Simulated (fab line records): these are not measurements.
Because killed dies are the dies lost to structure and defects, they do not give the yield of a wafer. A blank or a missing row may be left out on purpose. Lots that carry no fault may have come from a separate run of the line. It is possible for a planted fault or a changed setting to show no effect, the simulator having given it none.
Matching of chambers + flow sky130 + rieDiel-02 running SKY_LI_CONTACT_ETCH_15: 4 sister chambers
The step etches PSG in C4F8/O2/Ar, stops on Si, target depth 600 nm. 8 wafers are shown with their chamber, then 8 later ones without.

WAFERS WITH THEIR CHAMBER
| wafer  | chamber | biasW (W) | oesProductAu (a.u.) |
|--------|---------|-----------|---------------------|
| L075.4 | 2       | 1200      | 0.839               |
| L082.5 | 1       | 1202      | 0.847               |
| L083.5 | 2       | 1196      | 0.839               |
| L085.2 | 3       | 1200      | 0.837               |
| L087.1 | 3       | 1196      | 0.835               |
| L087.2 | 1       | 1199      | 0.838               |
| L087.4 | 0       | 1203      | 0.835               |
| L088.2 | 0       | 1201      | 0.833               |

WAFERS WHOSE CHAMBER IS MISSING
| wafer  | biasW (W) | oesProductAu (a.u.) |
|--------|-----------|---------------------|
| L088.4 | 1205      | 0.842               |
| L088.5 | 1198      | 0.843               |
| L089.3 | 1203      | 0.838               |
| L089.5 | 1195      | 0.833               |
| L089.6 | 1201      | 0.841               |
| L093.1 | 1197      | 0.831               |
| L093.3 | 1198      | 0.839               |
| L093.5 | 1203      | 0.838               |

EACH ONE'S CHAMBER
| wafer  | from the rows above               | in truth |
|--------|-----------------------------------|----------|
| L088.4 | can't be placed: 1 or 0 or 2 or 3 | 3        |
| L088.5 | can't be placed: 1 or 2 or 3      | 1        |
| L089.3 | can't be placed: 0 or 1 or 2 or 3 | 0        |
| L089.5 | can't be placed: 3 or 2 or 0      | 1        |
| L089.6 | can't be placed: 1 or 2 or 3 or 0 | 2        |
| L093.1 | can't be placed: 3 or 0 or 2      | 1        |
| L093.3 | can't be placed: 2 or 3 or 1      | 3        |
| L093.5 | can't be placed: 0 or 1 or 2 or 3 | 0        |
0 of 8 placed correctly. From these rows, 8 cannot be placed; in 6 the true chamber is one of the candidates. Wrongly placed: 0.
How it was worked out, from the rows above alone: a wafer's distance from a chamber is the root of the sum, over the readings, of the square of ((its reading less the chamber's mean) divided by the reading's scatter). If the next closest chamber is less than 2 further off than the closest, the wafer can't be placed; otherwise it belongs to the closest. A chamber's mean is the mean of its shown wafers. The scatter: the root of (the sum of the squares of (reading less its chamber's mean) over the shown wafers, divided by (wafers less chambers)).
